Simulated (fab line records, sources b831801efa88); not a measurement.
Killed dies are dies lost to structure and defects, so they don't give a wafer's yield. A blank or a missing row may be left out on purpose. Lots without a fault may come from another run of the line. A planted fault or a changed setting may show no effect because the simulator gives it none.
fab line records | flow sfq_line
record lots=15 wafers=45 last_day=92
route steps=325 shown I1@82
lots that met no fault: from a run of the same line without faults
start_h: hours from the record's first day to the start of the lot's first wafer shown | wait_h: hours since the lot's step before | " the same as in the row above | L1.1+2: a row that stands for several wafers | - no value, or no start given | * or withheld: withheld | < > ~ a bound
route shown NAME@n: a module of which the file shows steps, and the number in the route of the first | usual: mean/standard deviation of fault-free wafers | same: alike in all rows | chamber/n: place in a boat | sites: the reading at each site | _std_site: their standard deviation | _edge_site: outer sites' mean less inner sites' | radius_mm: how far each site lies from the wafer's centre | mask NAME#n: copy n | behind: the tool/chamber that last shaped the wafer | hold: why the lot was held/for how many hours/how that ended | device: the transistor (n, p or np) that didn't switch | end of line: the same wafers' tests at the end of the route | a step without rows: its recipe alone | killed: dies lost to structure and defects at the first sort, not the wafer's yield | map: a wafer's dies, x killed, . not, _ none there
set.NAME: the setting as run; set.NAME@STEP: as run at that earlier step | model.NAME: the simulator's own value behind a step, which no gauge read
steps of the route over a sample of lots; a table a step, a row a wafer
## steps
# step SFQ_TRILAYER_I1_VIA_LITHO_DEVELOP_051
# recipe time_s=60 resist=KrF
# usual chill_plate_temp_C=23.02/0.11 exhaust_pa=45.2/0.79
# columns lot.wafer tool chamber start_h wait_h chill_plate_temp_C exhaust_pa
L259.2 litho_track-02 0 402.61 0.1 23.19 43.5
L259.5 " 0 " " 23.17 44.8
L259.6 " 0 " " 23.02 43.1
L260.2 litho_track-02 0 403.81 0.1 22.98 46.6
L260.5 " 0 " " 23.03 45.1
L260.6 " 0 " " 22.91 44.2
L261.1 litho_track-01 0 410.99 0.1 22.99 45.9
L261.4 " 0 " " 22.97 45.8
L261.5 " 0 " " 23.02 44.6
L263.4 litho_track-02 0 424.26 0.1 23.08 45.2
L263.5 " 0 " " 22.85 45.8
L263.6 " 0 " " 22.89 45.4
L264.4 litho_track-01 0 434.61 0.1 23.11 46.3
L264.5 " 0 " " 23.19 45.9
L264.6 " 0 " " 23.05 45.5
L265.1 litho_track-01 0 442.94 0.1 23.05 45.9
L265.2 " 0 " " 23.12 46.6
L265.4 " 0 " " 23.06 45.0
L266.2 litho_track-03 0 450.16 0.1 22.96 46.8
L266.3 " 0 " " 23.02 45.4
L266.6 " 0 " " 23.06 45.5
L267.2 litho_track-02 0 452.56 0.1 23.01 44.6
L267.5 " 0 " " 22.98 46.6
L267.6 " 0 " " 22.89 45.3
L268.2 litho_track-01 0 468.16 0.1 23.05 44.5
L268.3 " 0 " " 23.06 44.3
L268.6 " 0 " " 23.06 44.5
L272.3 litho_track-01 0 504.65 0.1 23.01 45.3
L272.4 " 0 " " 23.00 45.4
L272.5 " 0 " " 22.99 45.3
L274.1 litho_track-03 0 543.45 0.1 23.21 44.8
L274.2 " 0 " " 23.17 44.7
L274.5 " 0 " " 23.21 45.1
L277.1 litho_track-01 - 566.25 0.1 - -
L277.3 " - " " - -
L277.6 " - " " - -
L278.2 litho_track-01 - 580.27 0.1 - -
L278.5 " - " " - -
L278.6 " - " " - -
L279.1 litho_track-02 - 582.64 0.1 - -
L279.3 " - " " - -
L279.5 " - " " - -
L282.2 litho_track-01 0 615.82 0.1 23.14 47.2
L282.3 " 0 " " 22.91 46.5
L282.5 " 0 " " 22.97 47.1
## key
first_sign step=SFQ_TRILAYER_I1_VIA_LITHO_DEVELOP_051 reading=tool_record direction=missing
effect none on later readings
met_at SFQ_TRILAYER_I1_VIA_LITHO_DEVELOP_051
struck_lots L277,L278,L279
onset_between 504.65 566.25
fault kind=skipped_step_whole tool=litho_track-01,litho_track-02 chamber=- onset_h=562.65 steps=SFQ_TRILAYER_I1_VIA_LITHO_DEVELOP_051 scope=struck_lots_only
